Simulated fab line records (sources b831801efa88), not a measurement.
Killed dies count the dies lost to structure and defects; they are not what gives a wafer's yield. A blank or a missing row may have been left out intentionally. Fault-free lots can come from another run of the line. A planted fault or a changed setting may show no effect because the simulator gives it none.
One fault seen from 2 desks    flow sky130    only its own numbers are on each desk; what lay behind them is given at the end

THE TOOL OWNER'S DESK: hdpcvd-02
The tool's own readings at SKY_LI_CONTACT_HDPCVD_00 (deposits PSG, target thk 930 nm, time 155 s): means of the sampled wafers that have a number, for each lot that ran on this tool. If a lot's mean is further than 4 standard deviations from the usual mean, the lot is out of limits and carries the mark OUT (the distance appears in the brackets).
Columns: A = sih4FlowSccm at SKY_LI_CONTACT_HDPCVD_00, usual 59.99 sccm
lot   first seen here  A
L614  day 29 16:43     60.01
L615  day 30 13:24     60.10
L619  day 32 00:33     59.77
L623  day 32 08:34     59.87
L630  day 34 16:18     59.97
L631  day 34 21:42     59.97
L632  day 35 07:26     59.95
This desk found nothing out of limits on any of the 7 lots.

AT THE METROLOGY DESK
What the gauges read for every lot (on any tool): the sampled wafers with a number, averaged. If a lot's mean is further than 4 standard deviations from the usual mean, the lot is out of limits and carries the mark OUT (the distance appears in the brackets).
Columns: A = LI_CONTACT_HDPCVD_THK at SKY_LI_CONTACT_THK_MEAS_01, usual 931 nm
lot   first seen here  A
L614  day 29 16:50     932
L616  day 30 10:05     933
L615  day 30 13:30     932
L619  day 32 00:38     1298 (+45) OUT
L623  day 32 08:41     1292 (+45) OUT
L626  day 33 05:07     935
L628  day 33 18:15     925
L630  day 34 16:25     932
L631  day 34 21:48     928
L632  day 35 07:33     933
L633  day 35 09:34     936
This desk's result: L619, L623 out of limits, first on L619 (LI_CONTACT_HDPCVD_THK at SKY_LI_CONTACT_THK_MEAS_01), day 32 00:38. In limits: L614, L616, L615, L626, L628, L630, L631, L632, L633.

PUT TOGETHER
On L619, L623, the metrology desk was in a position to raise an alarm at day 32 00:38.
The desk of the tool owner found nothing out of limits.
The tool owner's desk has L619, L623 on record, within its limits.
Of the lots named, all ran SKY_LI_CONTACT_HDPCVD_00 on hdpcvd-02.

WHAT THE SIMULATOR HAD INSERTED
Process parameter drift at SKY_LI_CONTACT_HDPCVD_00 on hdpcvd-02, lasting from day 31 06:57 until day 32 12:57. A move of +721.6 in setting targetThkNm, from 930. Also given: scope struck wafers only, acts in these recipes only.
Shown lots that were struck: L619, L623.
Per desk, hours elapsed from the start of the fault to the first reading out of limits: for the metrology desk, 18.
